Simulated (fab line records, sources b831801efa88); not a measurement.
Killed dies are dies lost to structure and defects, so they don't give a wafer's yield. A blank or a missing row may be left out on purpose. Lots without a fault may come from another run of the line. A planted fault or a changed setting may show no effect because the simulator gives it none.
Chamber matching | flow gf180mcu | GF_CONTACT_CMP_04 on cmp-02: 4 sister chambers
The step polishes SiO2. 22 wafers are shown with their chamber, then 11 later ones without.

WAFERS WITH THEIR CHAMBER
wafer  | chamber | motor_current_A (A) | time_to_endpoint_s (s) | slurry_flow_ml_min
L818.1 | 1       | 12.3                | 101                    | 149.7
L818.2 | 0       | 11.5                | 104                    | 150.2
L818.6 | 3       | 12.6                | 106                    | 150.3
L820.1 | 2       | 12.6                | 112                    | 149.7
L820.2 | 1       | 12.2                | 104                    | 150.4
L820.3 | 0       | 10.6                | 112                    | 149.3
L821.2 | 1       | 12.6                | 100                    | 149.9
L821.3 | 2       | 12.7                | 115                    | 150.0
L821.5 | 1       | 12.5                | 108                    | 149.8
L822.2 | 0       | 10.9                | 120                    | 150.5
L822.4 | 1       | 12.9                | 128                    | 150.6
L822.6 | 2       | 12.7                | 121                    | 150.1
L823.1 | 1       | 13.1                | 128                    | 149.1
L823.3 | 2       | 12.2                | 107                    | 150.0
L823.5 | 1       | 12.2                | 127                    | 149.4
L824.1 | 3       | 12.2                | 106                    | 149.0
L824.2 | 2       | 12.8                | 107                    | 150.6
L824.4 | 1       | 12.2                | 126                    | 149.4
L831.1 | 2       | 12.5                | 102                    | 150.9
L831.2 | 3       | 12.4                | 90                     | 149.8
L831.3 | 0       | 11.4                | 104                    | 150.1
L833.2 | 2       | 12.5                | 98                     | 149.8

SIGNATURES (means of the wafers above)
reading            | chamber 0 | chamber 1 | chamber 2 | chamber 3 | scatter within a chamber
motor_current_A    | 11.100    | 12.500    | 12.571    | 12.400    | 0.307
time_to_endpoint_s | 110.00    | 115.25    | 108.86    | 100.67    | 10.3
slurry_flow_ml_min | 150.025   | 149.787   | 150.157   | 149.700   | 0.506
Rule: a wafer's distance from a chamber is the root of the sum, over the readings, of the square of ((its reading less the chamber's mean) divided by the reading's scatter). The wafer belongs to the nearest chamber; if the next one is less than 2 further off, it can't be placed. The scatter: the root of (the sum of the squares of (reading less its chamber's mean) over the shown wafers, divided by (wafers less chambers)).

WAFERS WITHOUT THEIR CHAMBER
wafer  | motor_current_A (A) | time_to_endpoint_s (s) | slurry_flow_ml_min
L833.3 | 11.3                | 95                     | 150.2
L833.6 | 10.6                | 111                    | 150.4
L834.2 | 10.8                | 98                     | 150.1
L834.5 | 12.9                | 97                     | 150.8
L834.6 | 13.2                | 106                    | 150.4
L837.1 | 12.9                | 108                    | 150.2
L837.4 | 12.4                | 102                    | 150.2
L837.6 | 12.3                | 105                    | 149.7
L839.1 | 11.2                | 102                    | 149.9
L839.3 | 13.1                | 100                    | 149.5
L839.6 | 11.3                | 115                    | 149.9

WHICH CHAMBER EACH WENT THROUGH
wafer  | from the rows above          | in truth
L833.3 | 0                            | 0
L833.6 | 0                            | 0
L834.2 | 0                            | 0
L834.5 | can't be placed: 2 or 3 or 1 | 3
L834.6 | can't be placed: 2 or 1 or 3 | 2
L837.1 | can't be placed: 2 or 1 or 3 | 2
L837.4 | can't be placed: 2 or 3 or 1 | 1
L837.6 | can't be placed: 3 or 1 or 2 | 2
L839.1 | 0                            | 0
L839.3 | can't be placed: 3 or 2 or 1 | 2
L839.6 | 0                            | 0
Placed correctly: 5 of 11. Can't be placed from these rows: 6 (the true chamber is among the candidates in 6). Placed wrongly: 0.
